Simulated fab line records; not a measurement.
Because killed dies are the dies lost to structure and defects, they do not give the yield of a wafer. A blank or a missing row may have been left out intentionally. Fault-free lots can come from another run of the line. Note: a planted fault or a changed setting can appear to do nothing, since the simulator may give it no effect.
A single fault, viewed from 2 desks ; flow sky130 ; numbers are kept per desk, each desk with only its own; the story behind them comes last

AT THE TOOL OWNER'S DESK: pvd-sputter-04
The tool's own readings at SKY_VIA3_SPUTTER_20 (material TiN, target thk 20 nm, time 80 s): means of the sampled wafers that have a number, for each lot that ran on this tool. The brackets show how far a lot's mean lies from the usual mean; more than 4 standard deviations puts the lot out of limits, marked OUT.
Columns: A = throttle-valve-pct at SKY_VIA3_SPUTTER_20, usual 29.9 %
lot;first seen here;A
L344;day 41 03:11;31.0
L351;day 42 21:58;30.3
L353;day 43 12:29;29.4
This desk found nothing out of limits on any of the 3 lots.

THE METROLOGY DESK
Lot by lot, what the gauges showed, no matter which tool ran the lot: averages of those sampled wafers that carry a number. The brackets show how far a lot's mean lies from the usual mean; more than 4 standard deviations puts the lot out of limits, marked OUT.
Columns: A = cd-nm at SKY_VIA3_CD_MEAS_12, usual 200.1 nm; B = VIA3_OVL at SKY_VIA3_OVL_MEAS_13, usual 1 nm
lot;first seen here;A;B
L344;day 41 02:20;201.7;-8
L345;day 41 06:26;199.0;15
L351;day 42 21:07;201.0;4
L353;day 43 11:39;199.8;3
L357;day 44 15:31;199.4;4
L356;day 44 17:48;198.8;2
This desk found nothing out of limits on any of the 6 lots.

ALL TOGETHER
The tool owner's desk saw nothing out of limits.
At the metrology desk, nothing out of limits was observed.

WHAT THE SIMULATOR HAD PUT IN
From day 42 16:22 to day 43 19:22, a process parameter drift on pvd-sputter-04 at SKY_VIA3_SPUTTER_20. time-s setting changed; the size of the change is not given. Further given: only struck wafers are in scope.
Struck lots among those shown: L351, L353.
